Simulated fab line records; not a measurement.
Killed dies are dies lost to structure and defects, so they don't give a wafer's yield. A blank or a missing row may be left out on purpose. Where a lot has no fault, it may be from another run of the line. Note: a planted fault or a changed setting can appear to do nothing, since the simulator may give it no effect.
Which tool is to blame? :: flow sky130 :: 10 lots, 30 wafers sampled, at 5 steps of a route of 708

## WHAT EACH GAUGE READ, for each wafer
SKY_POLY_GATE_THK_MEAS_01. Usual: POLY_GATE_CVD_00_THK typically reads 179.4 nm, with standard deviation 2.
lot: L149
measured: day 14 16:41
on: film metro-02
POLY_GATE_CVD_00_THK (nm): 181.3 182.5 180.6
flag: 

lot: L150
measured: day 15 00:02
on: film metro-01
POLY_GATE_CVD_00_THK (nm): 176.3 175.5 175.5
flag: 

lot: L151
measured: day 15 09:36
on: film metro-02
POLY_GATE_CVD_00_THK (nm): 176.2 178.6 177.6
flag: 

lot: L154
measured: day 16 15:07
on: film metro-03
POLY_GATE_CVD_00_THK (nm): 179.4 179.9 180.3
flag: 

lot: L156
measured: day 17 04:08
on: film metro-01
POLY_GATE_CVD_00_THK (nm): 176.8 177.7 177.7
flag: 

lot: L155
measured: day 17 06:34
on: film metro-03
POLY_GATE_CVD_00_THK (nm): 180.1 180.0 181.4
flag: 

lot: L157
measured: day 17 12:11
on: film metro-03
POLY_GATE_CVD_00_THK (nm): 181.6 180.8 183.7
flag: 

lot: L163
measured: day 19 12:28
on: film metro-03
POLY_GATE_CVD_00_THK (nm): 181.4 183.3 181.3
flag: 

lot: L164
measured: day 19 17:40
on: film metro-03
POLY_GATE_CVD_00_THK (nm): 179.6 179.2 181.0
flag: 

lot: L171
measured: day 22 05:50
on: film metro-02
POLY_GATE_CVD_00_THK (nm): 177.3 177.8 176.4
flag: 

SKY_VIA1_RS_MEAS_22: measures by four-point-probe. Usual: VIA1_W_RS typically reads 0.427 ohm/sq, with standard deviation 0.0041.
lot: L149
measured: day 34 19:36
on: film metro-01
VIA1_W_RS (ohm/sq): 0.423 0.428 0.430
flag: 

lot: L150
measured: day 35 02:04
on: film metro-01
VIA1_W_RS (ohm/sq): 0.427 0.424 0.430
flag: 

lot: L151
measured: day 35 08:55
on: film metro-03
VIA1_W_RS (ohm/sq): 0.429 0.427 0.432
flag: 

lot: L154
measured: day 36 13:23
on: film metro-01
VIA1_W_RS (ohm/sq): 0.431 0.431 0.428
flag: 

lot: L156
measured: day 36 23:58
on: film metro-03
VIA1_W_RS (ohm/sq): 0.424 0.427 0.425
flag: 

lot: L155
measured: day 37 05:23
on: film metro-02
VIA1_W_RS (ohm/sq): 0.433 0.433 0.431
flag: 

lot: L157
measured: day 37 09:44
on: film metro-03
VIA1_W_RS (ohm/sq): 0.420 0.422 0.421
flag: 

lot: L163
measured: day 39 00:20
on: film metro-03
VIA1_W_RS (ohm/sq): 0.592 0.422 0.584
flag: OFF

lot: L164
measured: day 39 05:52
on: film metro-03
VIA1_W_RS (ohm/sq): 0.588 0.426 0.427
flag: OFF

lot: L171
measured: day 41 03:34
on: film metro-01
VIA1_W_RS (ohm/sq): 0.433 0.427 0.419
flag: 

SKY_VIA1_THK_MEAS_23: measures by xrf. Usual: VIA1_W_THK typically reads 272 nm, with standard deviation 4.3.
lot: L149
measured: day 34 19:43
on: film metro-01
VIA1_W_THK (nm): 279 273 273
flag: 

lot: L150
measured: day 35 02:10
on: film metro-01
VIA1_W_THK (nm): 276 278 275
flag: 

lot: L151
measured: day 35 09:02
on: film metro-03
VIA1_W_THK (nm): 268 268 265
flag: 

lot: L154
measured: day 36 13:31
on: film metro-01
VIA1_W_THK (nm): 273 271 274
flag: 

lot: L156
measured: day 37 00:04
on: film metro-03
VIA1_W_THK (nm): 268 269 269
flag: 

lot: L155
measured: day 37 05:30
on: film metro-02
VIA1_W_THK (nm): 265 266 266
flag: 

lot: L157
measured: day 37 09:50
on: film metro-03
VIA1_W_THK (nm): 272 270 270
flag: 

lot: L163
measured: day 39 00:26
on: film metro-03
VIA1_W_THK (nm): 195 270 198
flag: OFF

lot: L164
measured: day 39 05:58
on: film metro-03
VIA1_W_THK (nm): 196 270 268
flag: OFF

lot: L171
measured: day 41 03:40
on: film metro-01
VIA1_W_THK (nm): 272 276 281
flag: 

## EACH LOT AND THE TOOL THAT RAN IT (in order: tool; ch and the chambers of the sampled wafers; start)
lot: L149
SKY_METAL1_SPUTTER_00: pvd sputter-01, day 32 12:04
SKY_VIA1_CVD_21: cvd w-01 ch 0,1, day 34 19:31

lot: L150
SKY_METAL1_SPUTTER_00: pvd sputter-01, day 32 18:14
SKY_VIA1_CVD_21: cvd w-01 ch 0,1, day 35 01:57

lot: L151
SKY_METAL1_SPUTTER_00: pvd sputter-03, day 33 00:40
SKY_VIA1_CVD_21: cvd w-02 ch 0,1, day 35 08:49

lot: L154
SKY_METAL1_SPUTTER_00: pvd sputter-01, day 34 05:58
SKY_VIA1_CVD_21: cvd w-01 ch 0,1, day 36 13:18

lot: L156
SKY_METAL1_SPUTTER_00: pvd sputter-01, day 34 16:25
SKY_VIA1_CVD_21: cvd w-01 ch 0,1, day 36 23:51

lot: L155
SKY_METAL1_SPUTTER_00: pvd sputter-04, day 34 21:26
SKY_VIA1_CVD_21: cvd w-02 ch 0,1, day 37 05:16

lot: L157
SKY_METAL1_SPUTTER_00: pvd sputter-01, day 35 01:11
SKY_VIA1_CVD_21: cvd w-01 ch 0,1, day 37 09:38

lot: L163
SKY_METAL1_SPUTTER_00: pvd sputter-03, day 36 18:40
SKY_VIA1_CVD_21: cvd w-01 ch 0,1, day 39 00:14

lot: L164
SKY_METAL1_SPUTTER_00: pvd sputter-04, day 36 23:15
SKY_VIA1_CVD_21: cvd w-01 ch 0,1, day 39 05:46

lot: L171
SKY_METAL1_SPUTTER_00: pvd sputter-03, day 38 23:47
SKY_VIA1_CVD_21: cvd w-02 ch 0,1, day 41 03:27
- SKY_METAL1_SPUTTER_00: material Ti, target thk 15 nm, time 10 s.
- SKY_VIA1_CVD_21: deposits W, target thk 270 nm, time 80.902 s.

## WHAT THE TOOLS THEMSELVES READ (means of the sampled wafers that have a number; where no wafer has one, the mark that the record gives instead)
SKY_METAL1_SPUTTER_00. Usual: 29.8 % for throttle valve pct, sd 1.1.
lot: L149
tool: pvd sputter-01
throttle valve pct (%): 30.2
flag: 

lot: L150
tool: pvd sputter-01
throttle valve pct (%): 31.0
flag: 

lot: L151
tool: pvd sputter-03
throttle valve pct (%): 29.4
flag: 

lot: L154
tool: pvd sputter-01
throttle valve pct (%): 30.5
flag: 

lot: L156
tool: pvd sputter-01
throttle valve pct (%): 30.4
flag: 

lot: L155
tool: pvd sputter-04
throttle valve pct (%): 29.1
flag: 

lot: L157
tool: pvd sputter-01
throttle valve pct (%): 30.9
flag: 

lot: L163
tool: pvd sputter-03
throttle valve pct (%): 29.4
flag: 

lot: L164
tool: pvd sputter-04
throttle valve pct (%): 29.5
flag: 

lot: L171
tool: pvd sputter-03
throttle valve pct (%): 29.7
flag: 

SKY_VIA1_CVD_21. Usual: 787 W for heater power w, sd 59.
lot: L149
tool: cvd w-01
heater power w (W): 809
flag: 

lot: L150
tool: cvd w-01
heater power w (W): 806
flag: 

lot: L151
tool: cvd w-02
heater power w (W): 812
flag: 

lot: L154
tool: cvd w-01
heater power w (W): 808
flag: 

lot: L156
tool: cvd w-01
heater power w (W): 813
flag: 

lot: L155
tool: cvd w-02
heater power w (W): 807
flag: 

lot: L157
tool: cvd w-01
heater power w (W): 770
flag: 

lot: L163
tool: cvd w-01
heater power w (W): 772
flag: 

lot: L164
tool: cvd w-01
heater power w (W): 819
flag: 

lot: L171
tool: cvd w-02
heater power w (W): 773
flag: 

## THE ANSWER, worked out from the rows above alone
Rule: lot off if the mean of its wafers having a number is beyond 3 standard deviations from the usual mean. A lot without any number at a reading at which 4 lots or more have one is off too. Where the step has rows for the other lots, those lots are counted as sound. Order of review: gauges by route order, followed by the tools' own readings, for which a lot's mean as printed above is used. The first step at which some lot is off is used, and at that step the reading that is off furthest; a lot without a number counts as furthest.
Off: L163, L164, seen at SKY_VIA1_RS_MEAS_22 (VIA1_W_RS).
A tool fits if, at a process step before that reading, it ran every lot that is off, and no sound lot after the first of them. Gauges at SKY_VIA1_RS_MEAS_22: tried the same way as those tools. Undecided on this evidence; 2 tools fit (cvd w-01 at SKY_VIA1_CVD_21, film metro-03 at SKY_VIA1_RS_MEAS_22).

## WHAT WAS PUT IN BY THE SIMULATOR
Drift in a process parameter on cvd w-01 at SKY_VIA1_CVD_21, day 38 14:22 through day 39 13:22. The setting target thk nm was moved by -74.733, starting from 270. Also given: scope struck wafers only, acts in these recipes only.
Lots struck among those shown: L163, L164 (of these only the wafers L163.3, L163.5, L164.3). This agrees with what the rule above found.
